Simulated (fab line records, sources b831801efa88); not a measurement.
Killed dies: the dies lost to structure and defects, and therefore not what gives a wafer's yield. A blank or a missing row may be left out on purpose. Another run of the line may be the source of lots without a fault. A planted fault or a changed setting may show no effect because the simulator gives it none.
A struck lot beside a sound one -- flow sfq_line -- 41 out of 325 route steps
Sound: these wafers, L100.1, L100.5, L100.6. The struck wafers were L111.2, L111.3, L111.5. Last of all comes the cause.
At each step with rows: each side's tool, then ch and its chambers, then its first start. Under that, the readings that differ: sound wafers -- struck wafers -- difference of the means -- sigmas: that difference in standard deviations of wafers without a fault.
alike: a reading whose means differ by less than 2 such deviations, as well as words and numbers matching on both sides. not compared: withheld readings; readings where some wafer has no value; bounds like >300 that might hide an equal value; numbers whose values overlap and for which the record gives no deviation.
Wherever a step has rows on one side only, a row that says differs or no value, or a row with sigmas, the two part there. Non-overlapping numbers with no deviation appear without sigmas and do not part them. Lack of a reading on every wafer of one side parts them only where that side has two or more wafers.

SFQ_I1_OVL_MEAS_913:
  struck on overlay-02, day 28 21:37; sound on overlay-02, day 23 12:43
  alike: I1_OVL
SFQ_TRILAYER_I1_VIA_BARC_OPEN_VIA_ETCH_071: etches BARC in O2, target depth 125 nm, time 41.7 s.
  sound on rie_diel-02 ch 1,2,3, day 23 12:46; struck on rie_diel-02 ch 0,2, day 28 21:39
  alike: drypump_motor_current_A, oes_product_au
  not compared: rf_hours_counter_h
SFQ_TRILAYER_I1_VIA_ETCH_VIA_ETCH_052: etches SiO2 in CHF3, stops on Nb, target depth 260 nm.
  sound on rie_diel-02 ch 1,2,3, day 23 12:48; struck on rie_diel-02 ch 0,2, day 28 21:41
  alike: drypump_motor_current_A, oes_product_au
then, 4 steps without rows for these wafers: SFQ_TRILAYER_I1_VIA_STRIP_STRIP_053 (strips in O2); SFQ_TRILAYER_I1_VIA_STRIP_SOLV_CLEAN_054 (cleans in NMP, time 600 s); SFQ_TRILAYER_M2_DEP_PRE_CLEAN_056 (time 22.5 s); SFQ_TRILAYER_M2_DEP_SPUTTER_055 (material Nb, target thk 200 nm, time 133.3 s).
SFQ_M2_RS_MEAS_914: measurement is done with a four-point probe.
  struck on film_metro-02, day 28 22:43; sound on film_metro-03, day 23 13:49
  alike: M2_NB_RS
then, 3 steps without rows for these wafers: SFQ_TRILAYER_M2_LITHO_COAT_062 (resist thk 62 nm); SFQ_TRILAYER_M2_LITHO_COAT_057 (resist thk 600 nm); SFQ_TRILAYER_M2_LITHO_SOFTBAKE_061.
-- the record jumps here: 6 days lie between the struck wafers' starts before and after --
SFQ_TRILAYER_M2_LITHO_EXPOSE_058: exposes mask M2, target cd 500 nm.
  sound on krf_scanner-02 ch 0, day 30 00:21; struck on krf_scanner-02 ch 0, day 35 10:08
reading,sound,struck,difference,sigmas
exposure_dose_mJ_cm2,14.432 14.410 14.401,11.257 11.268 11.247,-3.157,-99 or more
  alike: mask, stage_vel_mm_s
then, 2 steps without rows for these wafers: SFQ_TRILAYER_M2_LITHO_PEB_060 (peb time 60 s); SFQ_TRILAYER_M2_LITHO_DEVELOP_059 (time 60 s).
SFQ_M2_OVL_MEAS_916:
  struck on overlay-01, day 35 11:27; sound on overlay-01, day 30 01:51
  alike: M2_OVL
SFQ_TRILAYER_M2_BARC_OPEN_METAL_ETCH_077: etches BARC in O2, target depth 125 nm, time 43.11 s.
  sound on rie_metal-04 ch 0,1, day 30 01:53; struck on rie_metal-02 ch 0,1, day 35 11:29
reading,sound,struck,difference,sigmas
model.M2.cd_nm (nm),501 500.6 500.8,539.3 538.8 540.3,+38.7,
  alike: drypump_motor_current_A, oes_product_au
  not compared: rf_hours_counter_h
SFQ_TRILAYER_M2_ETCH_METAL_ETCH_060: etches Nb in Cl2/Ar, stops on SiO2, target depth 240 nm, time 120 s.
  sound on rie_metal-04 ch 0,1, day 30 01:57; struck on rie_metal-02 ch 0,1, day 35 11:32
reading,sound,struck,difference,sigmas
model.M2.cd_nm (nm),501.8 500.1 498.5,539.7 539.7 542.1,+40.4,
  alike: drypump_motor_current_A, oes_product_au
  not compared: rf_hours_counter_h
then, 3 steps without rows for these wafers: SFQ_TRILAYER_M2_STRIP_STRIP_061 (strips in O2); SFQ_TRILAYER_M2_STRIP_SOLV_CLEAN_062 (cleans in NMP, time 600 s); SFQ_TRILAYER_I2_DEP_PECVD_063 (deposits SiO2 from SiH4/N2O, time 111.11 s, target thk 500 nm).
SFQ_TRILAYER_I2_CMP_CMP_064: polishes SiO2.
  sound on cmp-01 ch 0,2,3, day 30 06:20; struck on cmp-01 ch 1,2,3, day 35 13:01
  alike: motor_current_A, platen_rpm, time_to_endpoint_s
SFQ_I2_BOW_MEAS_917:
  struck on film_metro-01, day 35 15:32; sound on film_metro-04, day 30 08:20
  alike: I2_BOW
then, 7 steps without rows for these wafers: SFQ_TRILAYER_I2_METRO_MEASURE_065; SFQ_TRILAYER_I2_VIA_LITHO_COAT_072 (resist thk 62 nm); SFQ_TRILAYER_I2_VIA_LITHO_COAT_067 (resist thk 650 nm); SFQ_TRILAYER_I2_VIA_LITHO_SOFTBAKE_071; SFQ_TRILAYER_I2_VIA_LITHO_EXPOSE_068 (exposes mask I2, target cd 500 nm); SFQ_TRILAYER_I2_VIA_LITHO_PEB_070 (peb time 60 s); SFQ_TRILAYER_I2_VIA_LITHO_DEVELOP_069 (time 60 s).
-- the record jumps here: 7 days lie between the struck wafers' starts before and after --
SFQ_I2_OVL_MEAS_918:
  struck on overlay-02, day 42 07:32; sound on overlay-02, day 36 23:41
  alike: I2_OVL
SFQ_TRILAYER_I2_VIA_BARC_OPEN_VIA_ETCH_096: etches BARC in O2, target depth 125 nm, time 41.7 s.
  sound on rie_diel-03 ch 1,2, day 36 23:44; struck on rie_diel-03 ch 0,1, day 42 07:34
  alike: drypump_motor_current_A, oes_product_au
  not compared: rf_hours_counter_h
then, 4 steps without rows for these wafers: SFQ_TRILAYER_I2_VIA_ETCH_VIA_ETCH_070 (etches SiO2 in CHF3, stops on Nb, target depth 260 nm); SFQ_TRILAYER_I2_VIA_STRIP_STRIP_071 (strips in O2); SFQ_TRILAYER_I2_VIA_STRIP_SOLV_CLEAN_072 (cleans in NMP, time 600 s); SFQ_TRILAYER_M3_DEP_PRE_CLEAN_074 (time 22.5 s).
SFQ_TRILAYER_M3_DEP_SPUTTER_073: material Nb, target thk 200 nm, time 133.3 s.
  struck on pvd_sputter-06, day 42 08:44; sound on pvd_sputter-03, day 37 00:41
  alike: throttle_valve_pct
SFQ_M3_RS_MEAS_919: measurement is done with a four-point probe.
  struck on film_metro-03, day 42 08:50; sound on film_metro-03, day 37 00:47
  alike: M3_NB_RS
then, 3 steps without rows for these wafers: SFQ_TRILAYER_M3_LITHO_COAT_080 (resist thk 62 nm); SFQ_TRILAYER_M3_LITHO_COAT_075 (resist thk 600 nm); SFQ_TRILAYER_M3_LITHO_SOFTBAKE_079.
-- the record jumps here: 41 days lie between the struck wafers' starts before and after --
SFQ_M8_BOW_MEAS_951:
  struck on film_metro-04, day 83 18:56; sound on film_metro-03, day 79 20:33
reading,sound,struck,difference,sigmas
model.etest.m2.ohm_um,1.749 1.767 1.775,1.605 1.619 1.628,-0.146,
  alike: M8_BOW

## WHERE THEY PART
At SFQ_TRILAYER_M2_LITHO_EXPOSE_058 and nowhere else, as far as this record goes. Later steps at which nothing parts them and some readings are alike: SFQ_M2_OVL_MEAS_916, SFQ_TRILAYER_M2_BARC_OPEN_METAL_ETCH_077, SFQ_TRILAYER_M2_ETCH_METAL_ETCH_060, SFQ_TRILAYER_I2_CMP_CMP_064, SFQ_I2_BOW_MEAS_917, SFQ_I2_OVL_MEAS_918, SFQ_TRILAYER_I2_VIA_BARC_OPEN_VIA_ETCH_096, SFQ_TRILAYER_M3_DEP_SPUTTER_073, SFQ_M3_RS_MEAS_919, SFQ_M8_BOW_MEAS_951.

WHY: the cause the simulator had injected
Drift in process parameters on krf_scanner-02 at SFQ_TRILAYER_M2_LITHO_EXPOSE_058, starting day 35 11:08. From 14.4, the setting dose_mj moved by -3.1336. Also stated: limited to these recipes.
